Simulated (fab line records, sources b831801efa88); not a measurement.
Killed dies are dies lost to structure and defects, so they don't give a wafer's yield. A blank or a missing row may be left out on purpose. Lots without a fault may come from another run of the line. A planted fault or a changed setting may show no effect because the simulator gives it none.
fab line records | flow sky130
record lots=6 wafers=18 last_day=50
route steps=708 shown GATE_OXIDE@201 POLY_GATE@204 RES_PROTECT@206 PAD_OPEN@708
lots that met no fault: from a run of the same line without faults
start_h: hours from the record's first day to the start of the lot's first wafer shown | wait_h: hours since the lot's step before | " the same as in the row above | L1.1+2: a row that stands for several wafers | - no value, or no start given | * or withheld: withheld | < > ~ a bound
route shown NAME@n: a module of which the file shows steps, and the number in the route of the first | usual: mean/standard deviation of fault-free wafers | same: alike in all rows | chamber/n: place in a boat | sites: the reading at each site | _std_site: their standard deviation | _edge_site: outer sites' mean less inner sites' | radius_mm: how far each site lies from the wafer's centre | mask NAME#n: copy n | behind: the tool/chamber that last shaped the wafer | hold: why the lot was held/for how many hours/how that ended | device: the transistor (n, p or np) that didn't switch | end of line: the same wafers' tests at the end of the route | a step without rows: its recipe alone | killed: dies lost to structure and defects at the first sort, not the wafer's yield | map: a wafer's dies, x killed, . not, _ none there
set.NAME: the setting as run; set.NAME@STEP: as run at that earlier step | model.NAME: the simulator's own value behind a step, which no gauge read
lots at some steps of the route; a table a step, a row a wafer
services: from which hour (start_h, from the record's first day; less than 0 if before it) a tool's chamber was out of use, for how many hours, and why
## steps
# step SKY_GATE_OXIDE_TW_MEAS_14
# usual GATE_OXIDE_TW=224.0/1.4
# columns lot.wafer tool chamber start_h wait_h GATE_OXIDE_TW
L725.1 film_metro-02 - 362.76 0.1 225.0
L725.2 " - " " 224.1
L725.6 " - " " 224.7
L727.2 film_metro-02 - 377.67 0.1 225.7
L727.4 " - " " 225.6
L727.6 " - " " 225.3
L729.1 film_metro-01 - 391.82 0.1 227.0
L729.3 " - " " 225.4
L729.4 " - " " 226.6
L730.1 film_metro-02 - 404.66 0.1 224.8
L730.2 " - " " 225.2
L730.6 " - " " 225.5
L738.1 film_metro-02 - 471.57 0.1 224.6
L738.5 " - " " 225.3
L738.6 " - " " 223.5
L742.2 film_metro-02 - 501.27 0.1 223.7
L742.5 " - " " 224.1
L742.6 " - " " 223.5
# step SKY_GATE_OXIDE_CLEAN_15
# recipe chemistry=SC1/SC2 mix=1:4:20 temp_c=70 time_s=150 dry=n2_spin
# step SKY_GATE_OXIDE_OXIDATION_16
# recipe temp_c=800 ambient=O2 idle_temp_c=700 ramp_up_c_per_min=10 ramp_down_c_per_min=3 stabilise_s=600 purge_s=300 target_thk_a=35.7 ox_time_s=1915
# step SKY_POLY_GATE_CVD_00
# recipe material=poly-Si target_thk_nm=180 temp_c=620 time_s=720 pressure_mtorr=200
# step SKY_POLY_GATE_THK_MEAS_01
# recipe reads=poly-Si_of_POLY_GATE_CVD_00
# usual POLY_GATE_CVD_00_THK=179.7/1.9
# columns lot.wafer tool chamber start_h wait_h POLY_GATE_CVD_00_THK[nm]
L725.1 film_metro-03 - 365.61 0.0 178.2
L725.2 " - " " 179.4
L725.6 " - " " 178.3
L727.2 film_metro-04 - 380.53 0.0 181.5
L727.4 " - " " 181.5
L727.6 " - " " 181.2
L729.1 film_metro-01 - 395.53 0.0 177.9
L729.3 " - " " 177.0
L729.4 " - " " 177.5
L730.1 film_metro-01 - 407.52 0.0 180.1
L730.2 " - " " 181.3
L730.6 " - " " 181.1
L738.1 film_metro-03 - 474.73 0.0 178.3
L738.5 " - " " 178.7
L738.6 " - " " 180.4
L742.2 film_metro-03 - 505.09 0.0 181.5
L742.5 " - " " 180.2
L742.6 " - " " 178.6
# step SKY_RES_PROTECT_DEHYDRATE_00
# recipe temp_c=200 time_s=60
# step SKY_RES_PROTECT_HMDS_01
# recipe prime_time_s=60 prime_temp_c=120
# step SKY_RES_PROTECT_COAT_02
# recipe resist=NOVOLAK spin_rpm=3000 resist_thk_nm=1140
# step SKY_RES_PROTECT_SOFTBAKE_03
# recipe temp_c=90 time_s=60 resist=NOVOLAK
# step SKY_RES_PROTECT_EXPOSE_04
# recipe mask_id=RPM na=0.6 source_shape=conventional sigma_outer=0.6 polarization=unpolarized target_cd_nm=1270 dose_mj=131
# step SKY_RES_PROTECT_PEB_05
# recipe temp_c=withheld time_s=* resist=NOVOLAK
# step SKY_RES_PROTECT_DEVELOP_06
# recipe resist=NOVOLAK developer=TMAH develop_time_s=60 dev_temp_c=23
# step SKY_POLY_GATE_IMPLANT_02
# recipe species=P energy_kev=30 dose_cm2=7.7e+15 tilt_deg=0
# usual dose_ions_cm2=7.7e+15/9.9e+12 end_station_pressure_torr=1.14e-05/1.7e-06
# columns lot.wafer tool chamber start_h wait_h dose_ions_cm2 end_station_pressure_torr
L725.1 implanter-03 0 394.38 0.1 7.691e+15 9.3e-06
L725.2 " 0 " " 7.683e+15 9.8e-06
L725.6 " 0 " " 7.701e+15 9.6e-06
L727.2 implanter-02 0 410.14 0.1 7.69e+15 1.42e-05
L727.4 " 0 " " 7.695e+15 1.28e-05
L727.6 " 0 " " 7.688e+15 1.33e-05
L729.1 implanter-02 0 425.97 0.1 7.696e+15 5.63e-05
L729.3 " 0 " " 7.693e+15 5.76e-05
L729.4 " 0 " " 7.709e+15 5.39e-05
L730.1 implanter-02 0 437.47 0.1 7.707e+15 5.51e-05
L730.2 " 0 " " 7.71e+15 5.49e-05
L730.6 " 0 " " 7.706e+15 5.59e-05
L738.1 implanter-03 0 506.43 0.1 7.707e+15 9.9e-06
L738.5 " 0 " " 7.687e+15 9.2e-06
L738.6 " 0 " " 7.705e+15 1.02e-05
L742.2 implanter-02 0 535.60 0.1 7.7e+15 1.42e-05
L742.5 " 0 " " 7.701e+15 1.34e-05
L742.6 " 0 " " 7.694e+15 1.24e-05
# step SKY_RES_PROTECT_STRIP_07
# recipe chemistry=O2/N2 power_w=1400 pressure_mtorr=1500 platen_temp_c=withheld o2_flow_sccm=3000 n2_flow_sccm=300 overash_fraction=0.5
# usual drypump_motor_current_A=5.9/0.39 oes_product_au=0.518/0.0047 strip_time_to_endpoint_s=23.30/0.048
# columns lot.wafer tool chamber start_h wait_h drypump_motor_current_A oes_product_au rf_hours_counter_h strip_time_to_endpoint_s
L725.1 plasma_asher-04 0 394.53 0.1 5.5 0.519 72 23.34
L725.2 " 1 " " 5.8 0.515 72 23.27
L725.6 " 0 " " 5.5 0.517 - 23.23
L727.2 plasma_asher-02 0 410.27 0.1 6.4 0.515 57 23.36
L727.4 " 1 " " 5.8 0.514 - 23.30
L727.6 " 0 " " 6.4 0.512 - 23.32
L729.1 plasma_asher-02 1 426.12 0.1 5.7 0.508 59 23.97
L729.3 " 1 " " 5.8 0.507 - 23.97
L729.4 " 0 " " 6.4 0.511 - 23.99
L730.1 plasma_asher-03 1 437.62 0.1 5.4 0.512 75 23.85
L730.2 " 0 " " 6.3 0.513 75 23.91
L730.6 " 0 " " 6.3 0.510 - 23.87
L738.1 plasma_asher-02 1 506.58 0.1 5.8 0.513 65 23.32
L738.5 " 1 " " 5.7 0.515 - 23.34
L738.6 " 0 " " 6.4 0.519 - 23.36
L742.2 plasma_asher-03 0 535.73 0.1 6.3 0.518 85 23.23
L742.5 " 0 " " 6.3 0.525 - 23.29
L742.6 " 1 " " 5.4 0.527 - 23.31
# step SKY_RES_PROTECT_TW_MEAS_08
# usual POLY_GATE_TW=4028/22
# columns lot.wafer tool chamber start_h wait_h POLY_GATE_TW
L725.1 film_metro-03 - 394.63 0.1 4040
L725.2 " - " " 4025
L725.6 " - " " 4023
L727.2 film_metro-03 - 410.38 0.1 4001
L727.4 " - " " 4012
L727.6 " - " " 3995
L729.1 film_metro-03 - 426.22 0.1 4027
L729.3 " - " " 4039
L729.4 " - " " 4037
L730.1 film_metro-03 - 437.72 0.1 4053
L730.2 " - " " 4036
L730.6 " - " " 4065
L738.1 film_metro-03 - 506.68 0.1 4037
L738.5 " - " " 4049
L738.6 " - " " 4068
L742.2 film_metro-04 - 535.84 0.1 4040
L742.5 " - " " 4053
L742.6 " - " " 4069
# step SKY_PAD_OPEN_PROBE_99
# usual killed_at_M0_to_M3=44/7 killed_at_M4_up=3.0/1.8 killed_at_contacts=24/4.9 killed_at_front_end=15/5 killed_at_other=0.2/0.53 killed_dies=87/8.7 killed_open=48/6.8 killed_short=39/5.7
# same gross_dies=492 killed_at_back_side=0
# columns lot.wafer tool chamber start_h wait_h killed_at_M0_to_M3 killed_at_M4_up killed_at_contacts killed_at_front_end killed_at_other killed_dies killed_open killed_short model.etest.res_poly.line_ohm_um model.etest.licon_poly.rc_ohm model.etest.res_poly.rs_ohm_sq
L725.1 prober-01 - 1117.40 0.1 26 4 27 7 0 64 28 36 520.6 159.7 48.57
L725.2 prober-01 - 1117.45 0.1 50 1 31 5 0 87 49 38 544 166.1 49.41
L725.6 prober-01 - 1117.65 0.2 50 4 27 9 1 91 49 42 521 162.2 48.99
L727.2 prober-01 - 1127.74 0.1 27 2 36 21 0 86 55 31 496.9 162 48.32
L727.4 prober-01 - 1127.84 0.2 44 1 25 14 0 84 43 41 510.6 155.9 48.47
L727.6 prober-01 - 1127.94 0.2 39 2 26 13 0 80 40 40 511.2 152.7 47.81
L729.1 prober-01 - 1136.40 0.1 42 3 28 18 0 91 47 44 475.2 135.4 44.15
L729.3 prober-01 - 1136.50 0.2 44 2 22 12 1 81 46 35 483.7 131.1 44.51
L729.4 prober-01 - 1136.55 0.2 35 1 27 20 0 83 43 40 468.5 129.5 44.5
L730.1 prober-01 - 1147.94 0.1 41 4 19 25 0 89 51 38 461.4 126.2 43.17
L730.2 prober-01 - 1147.99 0.1 43 4 31 8 1 87 44 43 452.4 133.3 43.09
L730.6 prober-01 - 1148.19 0.2 33 3 26 21 0 83 46 37 439.5 124.6 42.17
L738.1 prober-02 - 1180.66 0.1 55 3 18 12 0 88 44 44 542.5 148.8 48.21
L738.5 prober-02 - 1180.86 0.2 52 2 21 12 1 88 49 39 504 153.3 48.47
L738.6 prober-02 - 1180.91 0.2 53 0 19 16 0 88 55 33 518.9 151.8 47.93
L742.2 prober-02 - 1199.54 0.1 49 2 18 9 0 78 47 31 508.1 148.2 47.79
L742.5 prober-02 - 1199.69 0.2 35 1 33 13 0 82 50 32 501.4 150.3 48.53
L742.6 prober-02 - 1199.74 0.2 41 1 25 18 0 85 52 33 507.1 147.6 48.17
# killed by level:class
L725.1 CONTACT:geometric_particle:short=8 CONTACT:geometric_particle:open=6 LI_CONTACT:geometric_particle:open=5 VIA1:geometric_particle:open=5 LI_CONTACT:geometric_particle:short=4 VIA2:geometric_particle:open=4 LOCAL_INTERCONNECT:geometric_particle:short=3 METAL1:geometric_particle:short=3
L725.2 CONTACT:geometric_particle:open=11 VIA1:geometric_particle:open=10 METAL2:geometric_particle:short=10 VIA2:geometric_particle:open=9 LI_CONTACT:geometric_particle:open=8 CONTACT:geometric_particle:short=5 VIA1:geometric_particle:short=5 VIA3:geometric_particle:open=5
L725.6 VIA2:geometric_particle:open=14 CONTACT:geometric_particle:open=10 LI_CONTACT:geometric_particle:short=6 METAL1:geometric_particle:short=6 VIA1:geometric_particle:open=6 VIA3:geometric_particle:open=6 CONTACT:geometric_particle:short=5 LI_CONTACT:geometric_particle:open=5
L727.2 CONTACT:geometric_particle:open=16 LI_CONTACT:geometric_particle:open=9 VIA1:geometric_particle:open=7 FIELD_ISO:geometric_particle:short=6 VIA2:geometric_particle:open=6 FIELD_ISO:geometric_particle:open=5 LOCAL_INTERCONNECT:geometric_particle:short=5 POLY_GATE:geometric_particle:open=4
L727.4 VIA1:geometric_particle:open=9 LI_CONTACT:geometric_particle:open=7 CONTACT:geometric_particle:open=7 VIA3:geometric_particle:open=6 VIA2:geometric_particle:open=6 CONTACT:geometric_particle:short=5 LOCAL_INTERCONNECT:geometric_particle:short=5 METAL1:geometric_particle:short=5
L727.6 LI_CONTACT:geometric_particle:open=10 VIA1:geometric_particle:open=7 CONTACT:geometric_particle:short=7 VIA3:geometric_particle:open=7 CONTACT:geometric_particle:open=6 POLY_GATE:geometric_particle:short=5 METAL1:geometric_particle:short=5 VIA2:geometric_particle:open=5
L729.1 VIA3:geometric_particle:open=10 VIA1:geometric_particle:open=9 CONTACT:geometric_particle:open=7 VIA2:geometric_particle:open=7 FIELD_ISO:geometric_particle:short=6 LI_CONTACT:geometric_particle:open=6 LOCAL_INTERCONNECT:geometric_particle:short=5 METAL2:geometric_particle:short=5
L729.3 VIA1:geometric_particle:open=13 VIA2:geometric_particle:open=11 CONTACT:geometric_particle:open=8 LI_CONTACT:geometric_particle:open=6 METAL1:geometric_particle:short=6 FIELD_ISO:geometric_particle:short=5 VIA3:geometric_particle:short=5 POLY_GATE:geometric_particle:open=3
L729.4 LI_CONTACT:geometric_particle:open=11 CONTACT:geometric_particle:open=7 FIELD_ISO:geometric_particle:short=6 CONTACT:geometric_particle:short=6 VIA3:geometric_particle:open=6 VIA1:geometric_particle:open=5 METAL2:geometric_particle:short=5 VIA3:geometric_particle:short=5
L730.1 FIELD_ISO:geometric_particle:open=11 METAL2:geometric_particle:short=10 VIA2:geometric_particle:open=9 CONTACT:geometric_particle:open=7 VIA1:geometric_particle:open=6 LOCAL_INTERCONNECT:geometric_particle:short=4 CONTACT:geometric_particle:short=4 FIELD_ISO:geometric_particle:short=3
L730.2 METAL2:geometric_particle:short=9 CONTACT:geometric_particle:open=9 LI_CONTACT:geometric_particle:open=8 VIA2:geometric_particle:open=6 METAL1:geometric_particle:short=6 LOCAL_INTERCONNECT:geometric_particle:short=5 VIA3:geometric_particle:open=5 LOCAL_INTERCONNECT:geometric_particle:open=4
L730.6 CONTACT:geometric_particle:open=11 VIA2:geometric_particle:open=7 POLY_GATE:geometric_particle:open=6 POLY_GATE:geometric_particle:short=5 LI_CONTACT:geometric_particle:open=5 VIA1:geometric_particle:short=5 METAL3:geometric_particle:short=5 LOCAL_INTERCONNECT:geometric_particle:open=4
L738.1 VIA1:geometric_particle:open=12 METAL1:geometric_particle:short=10 VIA2:geometric_particle:open=9 VIA1:geometric_particle:short=7 FIELD_ISO:geometric_particle:short=5 LI_CONTACT:geometric_particle:open=5 CONTACT:geometric_particle:open=5 METAL2:geometric_particle:short=5
L738.5 VIA1:geometric_particle:open=17 VIA3:geometric_particle:open=8 VIA1:geometric_particle:short=6 VIA2:geometric_particle:open=6 CONTACT:geometric_particle:short=5 CONTACT:geometric_particle:open=5 POLY_CUT:geometric_particle:short=4 LI_CONTACT:geometric_particle:open=4
L738.6 VIA2:geometric_particle:open=13 VIA1:geometric_particle:open=11 CONTACT:geometric_particle:open=8 VIA3:geometric_particle:open=8 VIA1:geometric_particle:short=6 FIELD_ISO:geometric_particle:open=5 LI_CONTACT:geometric_particle:open=4 FIELD_ISO:geometric_particle:short=3
L742.2 VIA1:geometric_particle:open=10 VIA3:geometric_particle:open=8 VIA2:geometric_particle:open=7 METAL2:geometric_particle:short=6 LI_CONTACT:geometric_particle:open=5 CONTACT:geometric_particle:open=5 VIA3:geometric_particle:short=5 VIA2:geometric_particle:short=4
L742.5 CONTACT:geometric_particle:open=11 LI_CONTACT:geometric_particle:open=9 LOCAL_INTERCONNECT:geometric_particle:short=8 VIA1:geometric_particle:open=8 VIA2:geometric_particle:open=6 FIELD_ISO:geometric_particle:open=4 VIA1:geometric_particle:short=4 METAL1:geometric_particle:short=4
L742.6 VIA1:geometric_particle:open=12 CONTACT:geometric_particle:open=11 VIA2:geometric_particle:open=8 CONTACT:geometric_particle:short=6 POLY_GATE:geometric_particle:short=5 LI_CONTACT:geometric_particle:open=5 METAL1:geometric_particle:short=5 VIA3:geometric_particle:short=5
## services
# columns tool chamber start_h hours kind
implanter-03 - 387.24 5.3 repair
implanter-03 - 412.92 0.9 repair
plasma_asher-04 - 421.25 9.0 pm
plasma_asher-04 0 421.25 9.0 vent_cycle
plasma_asher-04 1 421.25 9.0 vent_cycle
plasma_asher-04 0 430.25 - clean
plasma_asher-04 1 430.25 - clean
implanter-02 - 448.95 5.7 repair
implanter-03 - 458.69 2.9 pm
plasma_asher-02 - 490.29 15.6 pm
implanter-03 - 497.48 1.3 repair
plasma_asher-02 - 519.09 1.8 repair
implanter-03 - 528.33 89.0 repair
## key
first_sign step=SKY_POLY_GATE_IMPLANT_02 reading=end_station_pressure_torr direction=up sigmas=26 usual=1.14e-05 struck=5.56e-05
effect step=SKY_RES_PROTECT_STRIP_07 reading=strip_time_to_endpoint_s direction=up sigmas=13 usual=* struck=*
model_effect step=SKY_PAD_OPEN_PROBE_99 value=etest.res_poly.line_ohm_um without=515.1 struck=463.5
met_at SKY_POLY_GATE_IMPLANT_02
struck_wafers L729.1,L729.3,L729.4,L730.1,L730.2,L730.6
tester_left_out L729,L730
onset_between 410.14 425.97
fault kind=process_parameter_drift tool=implanter-02 chamber=- onset_h=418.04 steps=SKY_POLY_GATE_IMPLANT_02 channel=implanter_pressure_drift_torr offset=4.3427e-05 shape=step end_h=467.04
fault kind=process_parameter_drift tool=implanter-02 chamber=- onset_h=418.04 steps=SKY_POLY_GATE_IMPLANT_02 channel=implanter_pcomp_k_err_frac offset=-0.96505 shape=step end_h=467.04
# tester_left_out: of these lots the tester's yield and bins aren't shown, on N5 and GAA mostly nor the transistor test; their killed dies are dies lost to structure and defects alone, not to doping, threshold or leakage, so they don't give the yield
